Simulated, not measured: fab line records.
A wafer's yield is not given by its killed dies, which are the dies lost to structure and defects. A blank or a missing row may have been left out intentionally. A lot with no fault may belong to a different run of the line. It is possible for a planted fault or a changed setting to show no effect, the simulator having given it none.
The tool behind it: which one? + flow sky130 + 11 lots (33 wafers sampled), 1 step of a 708-step route

## WHAT THE GAUGES READ, wafer by wafer
SKY_FIELD_ISO_THK_MEAS_04.
| lot  | measured    | on            | FIELD_ISO_CVD_03_THK (nm) |
|------|-------------|---------------|---------------------------|
| L162 | day 1 18:05 | film_metro-03 | 162.8 164.8 162.3         |
| L163 | day 1 21:59 | film_metro-01 | 163.9 164.1 163.0         |
| L167 | day 2 16:15 | film_metro-03 | 162.3 161.2 159.3         |
| L168 | day 2 23:54 | film_metro-03 | 162.4 162.2 162.1         |
| L170 | day 3 06:47 | film_metro-04 | 166.2 165.9 164.6         |
| L171 | day 3 11:12 | film_metro-01 | 161.4 161.1 162.7         |
| L172 | day 3 15:29 | film_metro-01 | 163.6 163.8 163.5         |
| L177 | day 4 17:51 | film_metro-01 | 163.8 164.6 164.2         |
| L178 | day 4 21:29 | film_metro-03 | 163.5 163.2 164.6         |
| L180 | day 5 08:17 | film_metro-04 | 165.1 166.1 164.9         |
| L183 | day 5 23:02 | film_metro-04 | 163.4 163.9 163.6         |

## WHICH TOOL RAN EACH LOT (tool, then ch and the chambers of the sampled wafers, then the start)
Record: no process step prior to these readings.

## THE ANSWER, worked out from the rows above alone
Rule: the usual values come from the lots themselves. The widest of any qualifying gaps counts: lots, ordered by their means at a reading, are off when they make up no more than a third of the lots, leave a main group of 4 or more, and stand apart from it by 3 or more times the standard deviation of that group's means. Not used: any main group whose means are identical at the precision the tables above print for the reading. Also off: a lot with no number at a reading for which 4 or more lots have one. Where the step has rows for the other lots, those lots are counted as sound.
No lot is off on any of the readings shown, so nothing can be concluded from this.

## WHAT THE SIMULATOR HAD PUT IN
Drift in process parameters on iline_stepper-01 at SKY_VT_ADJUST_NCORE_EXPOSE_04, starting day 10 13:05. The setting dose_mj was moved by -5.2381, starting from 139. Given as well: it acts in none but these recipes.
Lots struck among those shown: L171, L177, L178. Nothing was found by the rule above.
